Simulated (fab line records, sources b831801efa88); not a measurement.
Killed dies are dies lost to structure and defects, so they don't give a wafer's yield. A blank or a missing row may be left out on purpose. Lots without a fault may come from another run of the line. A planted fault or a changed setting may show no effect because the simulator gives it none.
One fault seen from 2 desks | flow sky130 | each desk has only its own numbers; what lay behind them comes last

THE TOOL OWNER'S DESK: hdpcvd-02
The tool's own readings at SKY_CONTACT_HDPCVD_02 (deposits SiO2, target thk 565 nm, time 94.2 s): means of the sampled wafers that have a number, for each lot that ran on this tool. A lot is out of limits, marked OUT, if its mean lies more than 4 standard deviations from the usual mean; the brackets give that distance.
Columns: A = pressure_mtorr at SKY_CONTACT_HDPCVD_02, usual 6.000 mTorr; B = sih4_flow_sccm at SKY_CONTACT_HDPCVD_02, usual 59.96 sccm
lot  | first seen here | A     | B
L723 | day 31 03:41    | 5.988 | 60.12
L733 | day 34 10:39    | 6.008 | 63.85 (+23) OUT
L735 | day 35 04:52    | 6.007 | 64.02 (+24) OUT
L743 | day 39 07:20    | 6.004 | 59.95
This desk's finding: out of limits on L733, L735; first on L733, day 34 10:39 (sih4_flow_sccm at SKY_CONTACT_HDPCVD_02). In limits: L723, L743.

THE METROLOGY DESK
What the gauges read, lot by lot, whatever tool the lot ran on: means of the sampled wafers that have a number. A lot is out of limits, marked OUT, if its mean lies more than 4 standard deviations from the usual mean; the brackets give that distance.
Columns: A = LI_CONTACT_OVL at SKY_LI_CONTACT_OVL_MEAS_13, usual 0 nm; B = CONTACT_HDPCVD_THK at SKY_CONTACT_THK_MEAS_03, usual 565 nm
lot  | first seen here | A   | B
L722 | day 29 00:26    | 6   | 566
L723 | day 29 20:56    | 7   | 564
L725 | day 30 18:55    | -1  | 564
L733 | day 33 06:03    | 0   | 610 (+8.0) OUT
L734 | day 33 12:25    | 2   | 565
L735 | day 33 23:50    | 1   | 608 (+7.6) OUT
L736 | day 35 02:30    | -3  | 564
L737 | day 35 05:56    | -2  | 552
L738 | day 35 15:03    | -1  | 570
L740 | day 36 10:20    | 1   | 560
L743 | day 38 03:14    | -10 | 567
This desk's finding: out of limits on L733, L735; first on L733, day 34 10:44 (CONTACT_HDPCVD_THK at SKY_CONTACT_THK_MEAS_03). In limits: L722, L723, L725, L734, L736, L737, L738, L740, L743.

PUT TOGETHER
The tool owner's desk could have raised an alarm at day 34 10:39, on L733, L735.
The metrology desk could have raised an alarm at day 34 10:44, on L733, L735.
Of the lots named, all ran SKY_CONTACT_HDPCVD_02 on hdpcvd-02.

WHAT THE SIMULATOR HAD PUT IN
Process parameter drift: hdpcvd-02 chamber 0, from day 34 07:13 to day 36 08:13, at SKY_CONTACT_HDPCVD_02. Setting sih4_flow_sccm, moved by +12, from 60. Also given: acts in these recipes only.
Lots struck among those shown: L733, L735.
Hours from the fault's start to each desk's first reading out of limits: the tool owner's desk, 3; the metrology desk, 4.
